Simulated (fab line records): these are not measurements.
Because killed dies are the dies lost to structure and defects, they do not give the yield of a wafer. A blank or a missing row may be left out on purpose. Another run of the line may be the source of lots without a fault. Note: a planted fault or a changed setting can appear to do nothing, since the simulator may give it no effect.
fab line records    flow sfqLine
[record] lots = 6  wafers = 18  lastDay = 100
route steps=325 shown INCOMING@1 L0@3
lots that met no fault: from a run of the same line without faults
startH: hours from the record's first day to the start of the lot's first wafer shown    waitH: hours since the lot's step before    " the same as in the row above    L1.1+2: one row covering several wafers at once    - either no value or no given start    * or withheld: withheld    < > ~ a bound
route shown NAME@n: a module of which the file shows steps, and the number in the route of the first    usual: mean/standard deviation of fault-free wafers    same: alike in all rows    chamber/n: place in a boat    sites: the reading at each site    _std_site: the standard deviation of these    _edge_site: outer sites' mean less inner sites'    radiusMm: for every site, how far away it sits from the centre of the wafer    mask NAME#n: copy n    behind: the tool/chamber that last shaped the wafer    hold: what put the lot on hold/how long, in hours/how the hold closed    device: the transistor (n, p or np) that didn't switch    end of line: tests of these same wafers at the route's end    for a step that has no rows: nothing shown but its recipe    killed: not the wafer's yield, but the dies lost to structure and defects at the first sort    map: the dies of a wafer, with x for killed, . for not killed, _ for no die there
set.NAME: the run value of the setting; set.NAME@STEP: its run value at that earlier step    model.NAME: the simulator's own value behind a step, which no gauge read
a table for each step, a row for each wafer; lots at some steps of the route
services: from which hour (startH, from the record's first day; less than 0 if before it) a tool's chamber was out of use, for how many hours, and why
[[steps]]
[step SFQ_INCOMING_BOW_MEAS_900]
[recipe] mode = bow
[usual] INCOMING_BOW = -1/6.5
lot.wafer  tool          chamber  startH  waitH  INCOMING_BOW[um]
L981.2     filmMetro-04  -        75.02   -      8
L981.3     "             -        "       "      -2
L981.4     "             -        "       "      -11
L982.3     filmMetro-04  -        80.04   -      0
L982.4     "             -        "       "      -10
L982.6     "             -        "       "      -3
L988.1     filmMetro-03  -        110.00  -      -10
L988.2     "             -        "       "      -7
L988.5     "             -        "       "      7
L989.1     filmMetro-01  -        115.00  -      -15
L989.5     "             -        "       "      -3
L989.6     "             -        "       "      -6
L990.2     filmMetro-03  -        120.02  -      -5
L990.3     "             -        "       "      -2
L990.6     "             -        "       "      -1
L991.2     filmMetro-03  -        125.02  -      -9
L991.4     "             -        "       "      14
L991.5     "             -        "       "      -1
[step SFQ_TRILAYER_INCOMING_OXIDATION_002]
[recipe] tempC = 1000  ambient = H2O  targetThkA = 5000  pH2oTorr = 720  oxTimeS = 4939
[step SFQ_TRILAYER_L0_DEP_SPUTTER_003]
[recipe] material = MoNx_KI  basePressurePa = 1.33e-06  targetThkNm = 40  powerW = 800  timeS = 100  chamberPressurePa = 0.4
[usual] basePressurePa = 1.34e-06/9e-08  cathodeDcPowerW = 799.98/0.15  throttleValvePct = 30.0/1.2
lot.wafer  tool           chamber  startH  waitH  basePressurePa  cathodeDcPowerW  throttleValvePct
L981.2     pvdSputter-06  -        77.49   0.0    1.35e-06        800.10           32.7
L981.3     "              -        "       "      1.33e-06        800.03           29.4
L981.4     "              -        "       "      1.41e-06        800.19           29.7
L982.3     pvdSputter-06  -        82.49   0.0    1.35e-06        799.93           29.6
L982.4     "              -        "       "      1.28e-06        799.87           30.0
L982.6     "              -        "       "      1.57e-06        799.94           29.7
L988.1     pvdSputter-05  -        112.49  0.0    -               -                -
L988.2     "              -        "       "      -               -                -
L988.5     "              -        "       "      -               -                -
L989.1     pvdSputter-06  -        117.49  0.0    -               -                -
L989.5     "              -        "       "      -               -                -
L989.6     "              -        "       "      -               -                -
L990.2     pvdSputter-05  -        122.49  0.0    1.37e-06        799.96           28.9
L990.3     "              -        "       "      1.29e-06        799.78           31.3
L990.6     "              -        "       "      1.45e-06        799.94           28.9
L991.2     pvdSputter-05  -        127.49  0.0    1.37e-06        800.06           29.3
L991.4     "              -        "       "      1.4e-06         799.93           28.6
L991.5     "              -        "       "      1.26e-06        800.04           31.1
[step SFQ_L0_RS_MEAS_901]
[recipe] thkMeasGauge = four-point-probe  reads = MoNx_KI_of_TRILAYER_L0_DEP_SPUTTER_003
[usual] L0_MONX_KI_RS = 43.6/0.45
lot.wafer  tool          chamber  startH  waitH  L0_MONX_KI_RS[ohm/sq]
L981.2     filmMetro-04  -        77.58   0.1    44.3
L981.3     "             -        "       "      44.0
L981.4     "             -        "       "      43.5
L982.3     filmMetro-03  -        82.60   0.1    44.0
L982.4     "             -        "       "      43.2
L982.6     "             -        "       "      43.0
L988.1     filmMetro-04  -        112.56  0.0    -
L988.2     "             -        "       "      -
L988.5     "             -        "       "      -
L989.1     filmMetro-03  -        117.56  0.0    -
L989.5     "             -        "       "      -
L989.6     "             -        "       "      -
L990.2     filmMetro-02  -        122.58  0.1    43.2
L990.3     "             -        "       "      42.9
L990.6     "             -        "       "      42.8
L991.2     filmMetro-02  -        127.62  0.1    43.9
L991.4     "             -        "       "      43.5
L991.5     "             -        "       "      43.8
[step SFQ_L0_THK_MEAS_902]
[recipe] thkMeasGauge = xrf  reads = MoNx_KI_of_TRILAYER_L0_DEP_SPUTTER_003
[usual] L0_MONX_KI_THK = 39.4/0.48
lot.wafer  tool          chamber  startH  waitH  L0_MONX_KI_THK[nm]
L981.2     filmMetro-04  -        77.69   0.1    38.7
L981.3     "             -        "       "      39.0
L981.4     "             -        "       "      39.3
L982.3     filmMetro-03  -        82.70   0.1    38.8
L982.4     "             -        "       "      40.0
L982.6     "             -        "       "      39.6
L988.1     filmMetro-04  -        112.68  0.1    <0.0
L988.2     "             -        "       "      <0.0
L988.5     "             -        "       "      <0.0
L989.1     filmMetro-03  -        117.68  0.1    <0.0
L989.5     "             -        "       "      <0.0
L989.6     "             -        "       "      <0.0
L990.2     filmMetro-02  -        122.69  0.1    40.1
L990.3     "             -        "       "      40.2
L990.6     "             -        "       "      40.2
L991.2     filmMetro-02  -        127.73  0.1    39.5
L991.4     "             -        "       "      39.6
L991.5     "             -        "       "      39.6
[step SFQ_TRILAYER_L0_LITHO_COAT_010]
[recipe] resist = BARC  spinRpm = 3000  resistThkNm = 62
[step SFQ_TRILAYER_L0_LITHO_COAT_005]
[recipe] resist = KrF  spinRpm = 3000  resistThkNm = 600
[step SFQ_TRILAYER_L0_LITHO_SOFTBAKE_009]
[recipe] tempC = withheld  timeS = withheld  resist = KrF
[step SFQ_TRILAYER_L0_LITHO_EXPOSE_006]
[recipe] maskId = L0  na = 0.6  sourceShape = conventional  sigmaOuter = 0.65  targetCdNm = 2000  doseMj = 14.4
[step SFQ_TRILAYER_L0_LITHO_PEB_008]
[recipe] pebTempC = 115  pebTimeS = 60  resist = KrF
[step SFQ_TRILAYER_L0_LITHO_DEVELOP_007]
[recipe] timeS = 60  resist = KrF
[step SFQ_TRILAYER_L0_BARC_OPEN_METAL_ETCH_010]
[recipe] maskMaterial = PR  chemistry = O2  targetDepthNm = 125  target = BARC  icpW = 600  biasW = 80  pressureMtorr = 10  timeS = 41.7
[usual] drypumpMotorCurrentA = 6.0/0.42  oesProductAu = 0.685/0.0044
lot.wafer  tool         chamber  startH  waitH  drypumpMotorCurrentA  oesProductAu  rfHoursCounterH
L981.2     rieMetal-04  1        164.36  0.1    6.1                   0.691         146
L981.3     "            1        "       "      6.1                   0.690         -
L981.4     "            0        "       "      6.7                   0.689         -
L982.3     rieMetal-02  0        170.57  0.3    5.6                   0.682         -
L982.4     "            1        "       "      6.4                   0.674         -
L982.6     "            1        "       "      6.4                   0.692         -
L988.1     rieMetal-04  1        203.00  0.1    6.1                   0.681         149
L988.2     "            0        "       "      6.7                   0.684         88
L988.5     "            0        "       "      6.7                   0.691         -
L989.1     rieMetal-02  0        211.40  0.1    5.6                   0.687         51
L989.5     "            1        "       "      6.4                   0.688         -
L989.6     "            0        "       "      5.6                   0.684         -
L990.2     rieMetal-03  0        222.22  0.1    6.0                   0.688         -
L990.3     "            0        "       "      6.0                   0.687         -
L990.6     "            0        "       "      6.0                   0.680         -
L991.2     rieMetal-03  0        225.82  0.1    6.0                   0.682         -
L991.4     "            0        "       "      6.0                   0.676         -
L991.5     "            0        "       "      6.0                   0.683         -
[step SFQ_TRILAYER_L0_ETCH_METAL_ETCH_008]
[recipe] target = MoNx_KI  stopOn = SiO2  maskMaterial = PR  chemistry = SF6/O2  targetDepthNm = 50  icpW = 600  biasW = 80  pressureMtorr = 10  timeS = 25
[usual] drypumpMotorCurrentA = 6.0/0.43  oesProductAu = 0.872/0.0068
lot.wafer  tool         chamber  startH  waitH  drypumpMotorCurrentA  oesProductAu  rfHoursCounterH
L981.2     rieMetal-04  1        164.42  0.0    6.1                   0.866         146
L981.3     "            1        "       "      6.1                   0.872         -
L981.4     "            0        "       "      6.7                   0.874         -
L982.3     rieMetal-02  0        170.63  0.0    5.6                   0.862         -
L982.4     "            1        "       "      6.4                   0.873         -
L982.6     "            1        "       "      6.4                   0.875         -
L988.1     rieMetal-04  1        203.05  0.0    6.1                   0.993         149
L988.2     "            0        "       "      6.7                   0.990         88
L988.5     "            0        "       "      6.7                   0.996         -
L989.1     rieMetal-02  0        211.45  0.0    5.7                   0.983         51
L989.5     "            1        "       "      6.4                   0.974         -
L989.6     "            0        "       "      5.6                   0.986         -
L990.2     rieMetal-03  0        222.33  0.1    5.9                   0.880         -
L990.3     "            0        "       "      6.0                   0.878         -
L990.6     "            0        "       "      6.0                   0.875         -
L991.2     rieMetal-03  0        225.93  0.1    6.0                   0.861         -
L991.4     "            0        "       "      6.0                   0.874         -
L991.5     "            0        "       "      6.0                   0.870         -
[step SFQ_TRILAYER_L0_STRIP_STRIP_009]
[recipe] gas = O2  powerW = 200  platenTempC = 40  overashFraction = 0.65  chemistry = O2  pressureMtorr = 50
[usual] drypumpMotorCurrentA = 6.0/0.43  oesProductAu = 1.002/0.0092
[same] overashFraction = 0.65
lot.wafer  tool         chamber  startH  waitH  drypumpMotorCurrentA  oesProductAu  rfHoursCounterH
L981.2     rieMetal-04  1        164.46  0.0    6.1                   1.013         146
L981.3     "            1        "       "      6.1                   1.019         -
L981.4     "            0        "       "      6.7                   1.001         -
L982.3     rieMetal-02  0        170.86  0.2    5.6                   1.004         -
L982.4     "            1        "       "      6.4                   0.993         -
L982.6     "            1        "       "      6.4                   0.991         -
L988.1     rieMetal-04  1        203.10  0.0    6.1                   0.991         149
L988.2     "            0        "       "      6.7                   0.994         88
L988.5     "            0        "       "      6.7                   0.996         -
L989.1     rieMetal-02  0        211.50  0.0    5.6                   0.994         51
L989.5     "            1        "       "      6.4                   0.997         -
L989.6     "            0        "       "      5.6                   0.994         -
L990.2     rieMetal-03  0        222.61  0.3    6.0                   1.020         -
L990.3     "            0        "       "      6.0                   1.009         -
L990.6     "            0        "       "      6.0                   1.009         -
L991.2     rieMetal-03  0        226.21  0.3    6.0                   1.016         -
L991.4     "            0        "       "      6.0                   1.012         -
L991.5     "            0        "       "      6.0                   1.019         -
[[services]]
tool           chamber  startH  hours  kind
rieMetal-03    1        67.18   -      clean
rieMetal-03    1        67.18   23.0   scheduledDown
rieMetal-03    1        67.18   23.0   ventCycle
rieMetal-03    0        128.06  51.6   repair
rieMetal-03    1        157.27  74.5   repair
rieMetal-04    -        165.06  14.6   pm
pvdSputter-05  -        219.26  3.5    repair
pvdSputter-06  -        224.99  7.4    repair
rieMetal-04    0        226.20  9.0    repair
[[key]]
[firstSign] step = SFQ_TRILAYER_L0_DEP_SPUTTER_003  reading = toolRecord  direction = missing
[effect] step = SFQ_L0_RS_MEAS_901  reading = L0_MONX_KI_RS  direction = missing
[effect] step = SFQ_L0_THK_MEAS_902  reading = L0_MONX_KI_THK  direction = down  sigmas = 81  usual = 39.4  struck = <0.0
[effect] step = SFQ_TRILAYER_L0_ETCH_METAL_ETCH_008  reading = oesProductAu  direction = up  sigmas = 17  usual = 0.872  struck = 0.987
metAt SFQ_TRILAYER_L0_DEP_SPUTTER_003
struckWafers L988.1,L988.2,L988.5,L989.1,L989.5,L989.6
onsetBetween 82.49 112.49
[fault] kind = skippedStepWhole  tool = pvdSputter-05,pvdSputter-06  chamber = -  onsetH = 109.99  steps = SFQ_TRILAYER_L0_DEP_SPUTTER_003  scope = struckLotsOnly
